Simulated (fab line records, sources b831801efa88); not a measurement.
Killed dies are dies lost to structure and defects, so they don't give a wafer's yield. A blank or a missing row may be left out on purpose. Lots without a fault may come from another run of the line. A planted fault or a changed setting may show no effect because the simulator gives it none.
A struck lot beside a sound one | flow sky130 | 16 steps out of a route of 708
Sound: wafers L724.1, L724.3, L724.4. Struck: wafers L717.2, L717.4, L717.6. The cause comes at the end.
At each step with rows: each side's tool, then ch and its chambers, then its first start. Under that, the readings that differ: sound wafers | struck wafers | difference of the means | sigmas: that difference in standard deviations of wafers without a fault.
alike: readings whose means differ by less than 2 such deviations, and words and numbers that are the same on both sides. not compared: withheld readings, readings that some wafer has no value for, bounds like >300 that may hide the same value, and numbers for which the record gives no deviation and whose values overlap.
The two part at a step that has a row with sigmas, a row that says differs or no value, or rows on one side only. Numbers that don't overlap but have no deviation are shown without sigmas and don't part them. A reading that every wafer of one side lacks parts them only if that side has two wafers or more.

SKY_GATE_OXIDE_TW_MEAS_14:
  sound on film_metro-03, day 18 15:30; struck on film_metro-03, day 16 07:23
  alike: GATE_OXIDE_TW
then, 3 steps without rows for these wafers: SKY_GATE_OXIDE_CLEAN_15 (cleans in SC1/SC2, time 150 s); SKY_GATE_OXIDE_OXIDATION_16 (stabilise 600 s, purge 300 s, target thk 3.57 nm); SKY_POLY_GATE_CVD_00 (deposits poly-Si, target thk 180 nm, time 720 s).
SKY_POLY_GATE_THK_MEAS_01:
  sound on film_metro-03, day 18 19:21; struck on film_metro-02, day 16 10:58
  alike: POLY_GATE_CVD_00_THK
then, 7 steps without rows for these wafers: SKY_RES_PROTECT_DEHYDRATE_00 (time 60 s); SKY_RES_PROTECT_HMDS_01 (prime time 60 s); SKY_RES_PROTECT_COAT_02 (resist thk 1140 nm); SKY_RES_PROTECT_SOFTBAKE_03 (time 60 s); SKY_RES_PROTECT_EXPOSE_04 (exposes mask RPM, target cd 1270 nm); SKY_RES_PROTECT_PEB_05; SKY_RES_PROTECT_DEVELOP_06 (develop time 60 s).
SKY_POLY_GATE_IMPLANT_02:
  sound on implanter-04 ch 0, day 20 01:34; struck on implanter-02 ch 0, day 17 16:17
  reading                   | sound                | struck               | difference | sigmas
  beam_energy_keV           | 30.007 30.006 29.996 | 30.651 30.660 30.675 | +0.659     | +70
  model.implant.drp_nm (nm) | 16.6 16.6 16.6       | 16.91 16.91 16.91    | +0.31      |
SKY_RES_PROTECT_STRIP_07: strips in O2/N2.
  sound on plasma_asher-02 ch 0,1, day 20 01:43; struck on plasma_asher-03 ch 0,1, day 17 16:25
  reading                      | sound             | struck            | difference | sigmas
  strip_time_to_endpoint_s (s) | 23.32 23.30 23.30 | 23.52 23.55 23.54 | +0.23      | +6
  alike: drypump_motor_current_A, oes_product_au
  not compared: rf_hours_counter_h
SKY_RES_PROTECT_TW_MEAS_08:
  sound on film_metro-03, day 20 01:49; struck on film_metro-04, day 17 16:32
  alike: POLY_GATE_TW
-- the record jumps here: 30 days lie between the struck wafers' starts before and after (it left off in module RES_PROTECT and takes up again in module PAD_OPEN, whose first step shown is number 708 of the route) --
SKY_PAD_OPEN_PROBE_99:
  sound on prober-01, day 49 19:43; struck on prober-01, day 47 15:19
  alike: killed_at_M0_to_M3, killed_at_M4_up, killed_at_contacts, killed_at_front_end, killed_at_other, killed_dies, killed_open, killed_short

WHERE THEY PART
First at SKY_POLY_GATE_IMPLANT_02; last, within this record, at SKY_RES_PROTECT_STRIP_07. Later steps at which nothing parts them and some readings are alike: SKY_RES_PROTECT_TW_MEAS_08, SKY_PAD_OPEN_PROBE_99.

WHY: what the simulator had put in
Process parameter drift: implanter-02, from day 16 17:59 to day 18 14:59, at SKY_POLY_GATE_IMPLANT_02. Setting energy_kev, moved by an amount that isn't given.
